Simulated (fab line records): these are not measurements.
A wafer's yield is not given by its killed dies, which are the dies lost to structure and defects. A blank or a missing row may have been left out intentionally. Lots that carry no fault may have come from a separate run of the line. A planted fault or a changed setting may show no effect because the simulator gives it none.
Which tool was responsible?	flow gf180mcu	15 lots, 43 wafers sampled, at 4 steps of a route of 602

== WHAT THE GAUGES SHOWED, per wafer ==
Not one reading of a measure or inspect step in the record can be checked against a usual standard deviation.

== EACH LOT AND THE TOOL THAT RAN IT (in order: tool; ch and the chambers of the sampled wafers; start) ==
lot	GF_V3_CVD_02	GF_V3_ETCH_17	GF_V4_CMP_26	GF_MIM_SPUTTER_02
L682	pecvd-01 ch 0,1, day 21 09:53	rieDiel-02 ch 0,1,2, day 24 10:13 or earlier	cmp-01 ch 1,2, day 24 10:13	pvdSputter-02, day 24 10:36
L683	pecvd-02 ch 0,1, day 21 13:08	rieDiel-03 ch 0,1,3, day 24 13:41 or earlier	cmp-01 ch 0,1, day 24 13:41	pvdSputter-03, day 24 14:07
L684	pecvd-01 ch 0,2, day 21 19:28	rieDiel-03 ch 2,3, day 24 18:19 or earlier	cmp-01 ch 0,3, day 24 18:19	pvdSputter-01, day 24 18:45
L685	pecvd-02 ch 1,2, day 22 12:00	rieDiel-03 ch 0,2,3, day 25 11:28 or earlier	cmp-02 ch 1,2, day 25 11:28	pvdSputter-03, day 25 11:58
L686	pecvd-04 ch 0,1, day 22 22:56	rieDiel-01 ch 2,3, day 25 19:45 or earlier	cmp-01 ch 1,2,3, day 25 19:45	pvdSputter-03, day 25 20:05
L687	pecvd-02 ch 1,2, day 23 07:39	rieDiel-02 ch 1,2,3, day 26 04:44 or earlier	cmp-02 ch 0,3, day 26 04:44	pvdSputter-01, day 26 05:10
L688	pecvd-01 ch 0,1, day 23 11:11	rieDiel-03 ch 0,1,2, day 26 09:31 or earlier	cmp-02 ch 2,3, day 26 09:31	pvdSputter-03, day 26 09:57
L689	pecvd-02 ch 0,1,2, day 24 08:39	rieDiel-02 ch 1,2,3, day 27 04:15 or earlier	cmp-01 ch 0,1,2, day 27 04:15	pvdSputter-02, day 27 04:35
L690	pecvd-04 ch 0,2, day 24 09:10	rieDiel-01 ch 0,3, day 27 05:09 or earlier	cmp-02 ch 0,2, day 27 05:09	pvdSputter-02, day 27 05:32
L691	pecvd-02 ch 0,1,2, day 24 16:25	rieDiel-01 ch 0,1,3, day 27 12:19 or earlier	cmp-01 ch 0,1, day 27 12:19	pvdSputter-02, day 27 12:41
L698	pecvd-04 ch 1, day 26 18:03	rieDiel-01 ch 2, day 29 09:02 or earlier	cmp-01 ch 1,3, day 29 09:02	pvdSputter-03, day 29 09:23
L699	pecvd-01 ch 0,1, day 27 05:51	rieDiel-02 ch 0,1, day 30 04:50 or earlier	cmp-01 ch 0,1, day 30 04:50	pvdSputter-03, day 30 05:07
L700	pecvd-01 ch 0,1,2, day 27 23:03	rieDiel-01 ch 0,1,2, day 30 13:07 or earlier	cmp-01 ch 2,3, day 30 13:07	pvdSputter-03, day 30 13:32
L704	pecvd-01 ch 0,2, day 28 18:09	rieDiel-03 ch 1,2, day 31 06:13 or earlier	cmp-02 ch 0,3, day 31 06:13	pvdSputter-01, day 31 06:39
L705	pecvd-04 ch 0,1, day 28 23:05	rieDiel-03 ch 0,1,3, day 31 10:03 or earlier	cmp-02 ch 1,2,3, day 31 10:03	pvdSputter-03, day 31 10:26
- GF_V3_CVD_02: deposits SiO2 from TEOS, target thk 850 nm, time 94.851 s.
- GF_V3_ETCH_17: etches SiO2 in C4F8/O2/Ar, stops on TiN, target depth 635 nm.
- GF_V4_CMP_26: polishes, stops on SiO2, t overpolish 15 s, target thk 0 nm.
- GF_MIM_SPUTTER_02: material AlCu, target thk 450 nm, time 23.9 s.

== AS READ BY THE TOOLS THEMSELVES (means over the sampled wafers that have a number; for cases with no such wafer, the mark the record gives instead) ==
GF_V3_CVD_02.
lot	tool	heaterPowerW (W)
L682	pecvd-01	630
L683	pecvd-02	635
L684	pecvd-01	592
L685	pecvd-02	543
L686	pecvd-04	508
L687	pecvd-02	540
L688	pecvd-01	623
L689	pecvd-02	614
L690	pecvd-04	579
L691	pecvd-02	633
L698	pecvd-04	582
L699	pecvd-01	646
L700	pecvd-01	601
L704	pecvd-01	553
L705	pecvd-04	630

GF_V3_ETCH_17.
lot	tool	oesProductAu (a.u.)
L682	rieDiel-02	0.854
L683	rieDiel-03	0.855
L684	rieDiel-03	0.858
L685	rieDiel-03	0.861
L686	rieDiel-01	0.856
L687	rieDiel-02	0.861
L688	rieDiel-03	0.857
L689	rieDiel-02	0.858
L690	rieDiel-01	0.854
L691	rieDiel-01	0.854
L698	rieDiel-01	0.849
L699	rieDiel-02	0.861
L700	rieDiel-01	0.856
L704	rieDiel-03	0.853
L705	rieDiel-03	0.853

GF_V4_CMP_26.
lot	tool	motorCurrentA (A)	overpolishRunS (s)	timeToEndpointS (s)
L682	cmp-01	10.6	14.994	88
L683	cmp-01	11.0	14.999	85
L684	cmp-01	11.1	14.997	90
L685	cmp-02	11.2	14.989	81
L686	cmp-01	11.1	15.003	84
L687	cmp-02	12.1	14.996	86
L688	cmp-02	11.9	15.003	87
L689	cmp-01	11.0	15.009	84
L690	cmp-02	11.2	15.005	84
L691	cmp-01	11.0	15.004	83
L698	cmp-01	10.4	7.526	108
L699	cmp-01	10.8	7.526	106
L700	cmp-01	11.8	10.007	104
L704	cmp-02	11.9	15.002	86
L705	cmp-02	11.6	14.997	83

GF_MIM_SPUTTER_02.
lot	tool	cathodeDcPowerW (W)	throttleValvePct (%)
L682	pvdSputter-02	10600	29.8
L683	pvdSputter-03	10600	30.5
L684	pvdSputter-01	10599	28.8
L685	pvdSputter-03	10599	30.3
L686	pvdSputter-03	10600	29.3
L687	pvdSputter-01	10601	29.3
L688	pvdSputter-03	10602	30.2
L689	pvdSputter-02	10600	30.4
L690	pvdSputter-02	10600	29.6
L691	pvdSputter-02	10601	29.8
L698	pvdSputter-03	10601	29.7
L699	pvdSputter-03	10603	30.0
L700	pvdSputter-03	10599	29.6
L704	pvdSputter-01	10599	28.4
L705	pvdSputter-03	10602	30.3

== THE ANSWER, worked out from the rows above alone ==
Rule: the lots themselves supply what counts as usual. The widest of any qualifying gaps counts: lots, ordered by their means at a reading, are off when they make up no more than a third of the lots, leave a main group of 4 or more, and stand apart from it by 3 or more times the standard deviation of that group's means. If all means in a main group match to the digits the tables above print for the reading, that group is not used. Also off: a lot with no number at a reading for which 4 or more lots have one. The other lots that the step has rows for count as sound. The gauges are gone through in route order, then the tools' own readings, and for those a lot's mean is taken as printed above. At the first step where some lot is off, the reading lying furthest off is the one used; lots without a number count as furthest.
Off at GF_V4_CMP_26 (overpolishRunS): L698, L699, L700. For the main group the mean is 15.000 s and the standard deviation 0.0053.
A tool fits if, at that step or a process step before it, it ran every lot that is off, and no sound lot after the first of them. Because GF_V3_ETCH_17 lacks a start for some lots, the hours and order of its lots are taken from GF_V4_CMP_26. One fits: GF_V4_CMP_26 on cmp-01. Its last sound lot is L691 (day 27 12:19), its first lot that is off L698 (day 29 09:02): a fault that began between those two fits.
The tool's own readings at GF_V4_CMP_26 bear it out: on the lots that are off they differ by more than 5 times the standard deviation of the sound lots' means. overpolishRunS reads 8.353 s there against 15.000 s on the sound lots; timeToEndpointS reads 106 s there against 85 s on the sound lots.

== WHAT HAD BEEN PUT IN BY THE SIMULATOR ==
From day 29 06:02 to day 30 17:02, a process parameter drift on cmp-01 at GF_V4_CMP_26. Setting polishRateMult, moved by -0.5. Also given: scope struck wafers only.
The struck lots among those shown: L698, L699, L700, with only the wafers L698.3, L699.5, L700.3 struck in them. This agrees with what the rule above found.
